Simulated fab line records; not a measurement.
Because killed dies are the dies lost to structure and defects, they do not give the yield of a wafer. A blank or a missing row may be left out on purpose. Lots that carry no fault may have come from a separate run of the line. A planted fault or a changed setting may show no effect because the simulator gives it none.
Which tool did it? :: flow gf180mcu :: 39 wafers from 13 lots sampled at 6 of the route's 602 steps

== WHAT EACH GAUGE READ, for each wafer ==
GF_STI_CD_MEAS_12 targets a cd of 220 nm.
lot: L425
measured: day 2 01:58
on: cd-sem-02
cd-nm (nm): 222.2 221.5 222.8

lot: L426
measured: day 2 05:36
on: cd-sem-01
cd-nm (nm): 219.7 220.5 220.1

lot: L427
measured: day 2 10:57
on: cd-sem-01
cd-nm (nm): 219.1 219.7 220.0

lot: L428
measured: day 2 17:36
on: cd-sem-02
cd-nm (nm): 219.3 219.4 220.9

lot: L429
measured: day 2 21:26
on: cd-sem-02
cd-nm (nm): 218.8 218.7 219.1

lot: L433
measured: day 3 18:31
on: cd-sem-01
cd-nm (nm): 221.2 221.1 220.6

lot: L435
measured: day 4 04:41
on: cd-sem-01
cd-nm (nm): 219.0 218.7 220.2

lot: L436
measured: day 4 10:05
on: cd-sem-01
cd-nm (nm): 220.4 222.4 221.5

lot: L437
measured: day 4 14:52
on: cd-sem-01
cd-nm (nm): 222.3 222.2 222.3

lot: L438
measured: day 4 19:04
on: cd-sem-01
cd-nm (nm): 222.3 221.6 222.0

lot: L441
measured: day 5 12:24
on: cd-sem-02
cd-nm (nm): 219.4 219.4 220.2

lot: L442
measured: day 5 17:08
on: cd-sem-01
cd-nm (nm): 222.5 221.0 220.8

lot: L446
measured: day 6 13:11
on: cd-sem-02
cd-nm (nm): 222.0 221.6 220.9

GF_NWELL_OVL_MEAS_07.
lot: L425
measured: day 3 06:55
on: overlay-02
NWELL_OVL (nm): -0.8 -1.7 -3.4

lot: L426
measured: day 3 12:08
on: overlay-01
NWELL_OVL (nm): -1.8 -2.6 -2.3

lot: L427
measured: day 3 18:08
on: overlay-01
NWELL_OVL (nm): -1.4 -2.0 -2.8

lot: L428
measured: day 3 23:25
on: overlay-01
NWELL_OVL (nm): -1.4 -1.9 -2.2

lot: L429
measured: day 4 04:29
on: overlay-02
NWELL_OVL (nm): -1.4 -2.9 -1.6

lot: L433
measured: day 5 02:06
on: overlay-01
NWELL_OVL (nm): -1.9 -1.8 -2.7

lot: L435
measured: day 5 13:16
on: overlay-01
NWELL_OVL (nm): 1.6 1.9 0.2

lot: L436
measured: day 5 18:26
on: overlay-01
NWELL_OVL (nm): -2.3 -2.9 -1.6

lot: L437
measured: day 5 23:42
on: overlay-01
NWELL_OVL (nm): -2.9 -2.8 -3.8

lot: L438
measured: day 6 05:19
on: overlay-01
NWELL_OVL (nm): -1.6 -2.0 -1.2

lot: L441
measured: day 6 22:47
on: overlay-01
NWELL_OVL (nm): -1.3 -0.3 -1.0

lot: L442
measured: day 7 03:16
on: overlay-02
NWELL_OVL (nm): -1.0 -0.9 -0.1

lot: L446
measured: day 8 02:16
on: overlay-01
NWELL_OVL (nm): -0.1 -1.5 -1.0

GF_MVPSD_TW_MEAS_11.
lot: L425
measured: day 5 00:58
on: film-metro-04
MVPSD_TW: 545 545 547

lot: L426
measured: day 5 06:01
on: film-metro-04
MVPSD_TW: 546 547 547

lot: L427
measured: day 5 11:01
on: film-metro-02
MVPSD_TW: 559 562 558

lot: L428
measured: day 5 17:54
on: film-metro-02
MVPSD_TW: 557 557 557

lot: L429
measured: day 5 23:01
on: film-metro-01
MVPSD_TW: 554 554 554

lot: L433
measured: day 7 02:13
on: film-metro-04
MVPSD_TW: 543 545 544

lot: L435
measured: day 7 10:53
on: film-metro-04
MVPSD_TW: 545 544 547

lot: L436
measured: day 7 16:53
on: film-metro-04
MVPSD_TW: 543 545 547

lot: L437
measured: day 7 23:01
on: film-metro-04
MVPSD_TW: 544 544 540

lot: L438
measured: day 8 05:28
on: film-metro-04
MVPSD_TW: 550 545 546

lot: L441
measured: day 8 23:42
on: film-metro-04
MVPSD_TW: 526 528 526

lot: L442
measured: day 9 04:29
on: film-metro-02
MVPSD_TW: 535 534 535

lot: L446
measured: day 10 06:47
on: film-metro-04
MVPSD_TW: 543 547 545

GF_VT_IMPLANT_OVL_MEAS_07.
lot: L425
measured: day 5 15:20
on: overlay-02
VT_IMPLANT_OVL (nm): -2.5 -3.9 -1.4

lot: L426
measured: day 5 19:28
on: overlay-02
VT_IMPLANT_OVL (nm): -4.0 -3.2 -3.0

lot: L427
measured: day 6 01:05
on: overlay-01
VT_IMPLANT_OVL (nm): -3.0 -2.5 -4.0

lot: L428
measured: day 6 08:32
on: overlay-02
VT_IMPLANT_OVL (nm): -0.9 -4.5 -3.6

lot: L429
measured: day 6 13:56
on: overlay-02
VT_IMPLANT_OVL (nm): 2.3 0.4 -0.5

lot: L433
measured: day 7 17:50
on: overlay-02
VT_IMPLANT_OVL (nm): -1.9 -2.6 -2.8

lot: L435
measured: day 8 02:29
on: overlay-02
VT_IMPLANT_OVL (nm): -1.1 -0.4 -1.4

lot: L436
measured: day 8 09:06
on: overlay-02
VT_IMPLANT_OVL (nm): -2.4 -1.9 -1.8

lot: L437
measured: day 8 14:41
on: overlay-01
VT_IMPLANT_OVL (nm): -3.2 -1.4 -2.3

lot: L438
measured: day 8 20:44
on: overlay-02
VT_IMPLANT_OVL (nm): -1.6 -1.0 -0.9

lot: L441
measured: day 9 16:50
on: overlay-01
VT_IMPLANT_OVL (nm): -1.5 0.9 -0.3

lot: L442
measured: day 9 21:56
on: overlay-01
VT_IMPLANT_OVL (nm): -2.6 -3.9 -2.0

lot: L446
measured: day 11 00:38
on: overlay-02
VT_IMPLANT_OVL (nm): 0.1 0.9 -0.7

GF_VT_IMPLANT_RS_MEAS_49: the measuring method here is four-point-probe.
lot: L425
measured: day 7 13:50
on: film-metro-01
MVPSD_RS (ohm/sq): 1174 1166 1169

lot: L426
measured: day 7 17:56
on: film-metro-02
MVPSD_RS (ohm/sq): 1167 1164 1169

lot: L427
measured: day 8 00:21
on: film-metro-04
MVPSD_RS (ohm/sq): 1174 1170 1170

lot: L428
measured: day 8 09:39
on: film-metro-04
MVPSD_RS (ohm/sq): 1172 1172 1173

lot: L429
measured: day 8 14:36
on: film-metro-04
MVPSD_RS (ohm/sq): 1173 1174 1174

lot: L433
measured: day 9 19:48
on: film-metro-02
MVPSD_RS (ohm/sq): 1171 1169 1165

lot: L435
measured: day 10 05:58
on: film-metro-01
MVPSD_RS (ohm/sq): 1169 1168 1171

lot: L436
measured: day 10 13:10
on: film-metro-02
MVPSD_RS (ohm/sq): 1168 1164 1165

lot: L437
measured: day 10 19:10
on: film-metro-02
MVPSD_RS (ohm/sq): 1167 1164 1169

lot: L438
measured: day 11 02:11
on: film-metro-04
MVPSD_RS (ohm/sq): 1169 1171 1171

lot: L441
measured: day 12 01:07
on: film-metro-04
MVPSD_RS (ohm/sq): 1259 1264 1258

lot: L442
measured: day 12 05:43
on: film-metro-01
MVPSD_RS (ohm/sq): 1259 1255 1262

lot: L446
measured: day 13 11:32
on: film-metro-01
MVPSD_RS (ohm/sq): 1170 1166 1171

== TOOL THAT RAN EACH LOT (tool first, then ch and the chambers of the sampled wafers, then the start) ==
lot: L425
GF_MVPSD_IMPLANT_08: implanter-02 ch 0, day 5 00:35

lot: L426
GF_MVPSD_IMPLANT_08: implanter-01 ch 0, day 5 05:40

lot: L427
GF_MVPSD_IMPLANT_08: implanter-04 ch 0, day 5 10:37

lot: L428
GF_MVPSD_IMPLANT_08: implanter-02 ch 0, day 5 17:30

lot: L429
GF_MVPSD_IMPLANT_08: implanter-01 ch 0, day 5 22:37

lot: L433
GF_MVPSD_IMPLANT_08: implanter-02 ch 0, day 7 01:50

lot: L435
GF_MVPSD_IMPLANT_08: implanter-02 ch 0, day 7 10:31

lot: L436
GF_MVPSD_IMPLANT_08: implanter-01 ch 0, day 7 16:31

lot: L437
GF_MVPSD_IMPLANT_08: implanter-01 ch 0, day 7 22:38

lot: L438
GF_MVPSD_IMPLANT_08: implanter-01 ch 0, day 8 05:05

lot: L441
GF_MVPSD_IMPLANT_08: implanter-01 ch 0, day 8 23:18

lot: L442
GF_MVPSD_IMPLANT_08: implanter-01 ch 0, day 9 04:07

lot: L446
GF_MVPSD_IMPLANT_08: implanter-02 ch 0, day 10 06:23
- GF_MVPSD_IMPLANT_08

== WHAT THE TOOLS THEMSELVES READ (means of the sampled wafers that have a number; where no wafer has one, the mark that the record gives instead) ==
GF_MVPSD_IMPLANT_08.
lot: L425
tool: implanter-02
dose-ions-cm2: 1.5e+13
faraday-current-uA: 84.0

lot: L426
tool: implanter-01
dose-ions-cm2: 1.5e+13
faraday-current-uA: 84.7

lot: L427
tool: implanter-04
dose-ions-cm2: 1.5e+13
faraday-current-uA: 84.0

lot: L428
tool: implanter-02
dose-ions-cm2: 1.5e+13
faraday-current-uA: 83.3

lot: L429
tool: implanter-01
dose-ions-cm2: 1.5e+13
faraday-current-uA: 83.7

lot: L433
tool: implanter-02
dose-ions-cm2: 1.5e+13
faraday-current-uA: 81.6

lot: L435
tool: implanter-02
dose-ions-cm2: 1.5e+13
faraday-current-uA: 83.1

lot: L436
tool: implanter-01
dose-ions-cm2: 1.5e+13
faraday-current-uA: 84.1

lot: L437
tool: implanter-01
dose-ions-cm2: 1.5e+13
faraday-current-uA: 84.9

lot: L438
tool: implanter-01
dose-ions-cm2: 1.5e+13
faraday-current-uA: 84.1

lot: L441
tool: implanter-01
dose-ions-cm2: 1.3e+13
faraday-current-uA: 72.6

lot: L442
tool: implanter-01
dose-ions-cm2: 1.3e+13
faraday-current-uA: 74.7

lot: L446
tool: implanter-02
dose-ions-cm2: 1.5e+13
faraday-current-uA: 84.8

== THE ANSWER, worked out from the rows above alone ==
Rule: usual is defined by the lots themselves. The widest of any qualifying gaps counts: lots, ordered by their means at a reading, are off when they make up no more than a third of the lots, leave a main group of 4 or more, and stand apart from it by 3 or more times the standard deviation of that group's means. Not used: any main group whose means are identical at the precision the tables above print for the reading. A lot without any number at a reading at which 4 lots or more have one is off too. All remaining lots with rows at the step are treated as sound. After the gauges, taken in route order, come the tools' own readings; for these a lot's mean is taken, as printed above. At the first step where some lot is off, the reading lying furthest off is the one used; lots without a number count as furthest.
Off: at GF_VT_IMPLANT_RS_MEAS_49 (MVPSD_RS), L441, L442. The main group has a mean of 1169 ohm/sq with a standard deviation of 2.4.
A tool fits if, at a process step before that reading, it ran every lot that is off, and no sound lot after the first of them. Not tried: the gauges at GF_VT_IMPLANT_RS_MEAS_49; whatever is off there is also off at GF_MVPSD_IMPLANT_08, on other tools, and gauge error can't account for it. One fits: implanter-01 at GF_MVPSD_IMPLANT_08. Its last sound lot is L438 (day 8 05:05), its first lot that is off L441 (day 8 23:18): a fault that began between those two fits.
The tool's own readings at GF_MVPSD_IMPLANT_08 bear it out: on the lots that are off they differ by more than 5 times the standard deviation of the sound lots' means. dose-ions-cm2 reads 1.3e+13 there against 1.5e+13 on the sound lots; faraday-current-uA reads 73.7 there against 83.8 on the sound lots.

== WHAT THE SIMULATOR PUT IN ==
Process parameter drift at GF_MVPSD_IMPLANT_08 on implanter-01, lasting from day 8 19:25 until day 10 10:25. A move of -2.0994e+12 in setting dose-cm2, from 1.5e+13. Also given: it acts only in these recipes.
Shown lots that were struck: L441, L442. The same result came from the rule above.
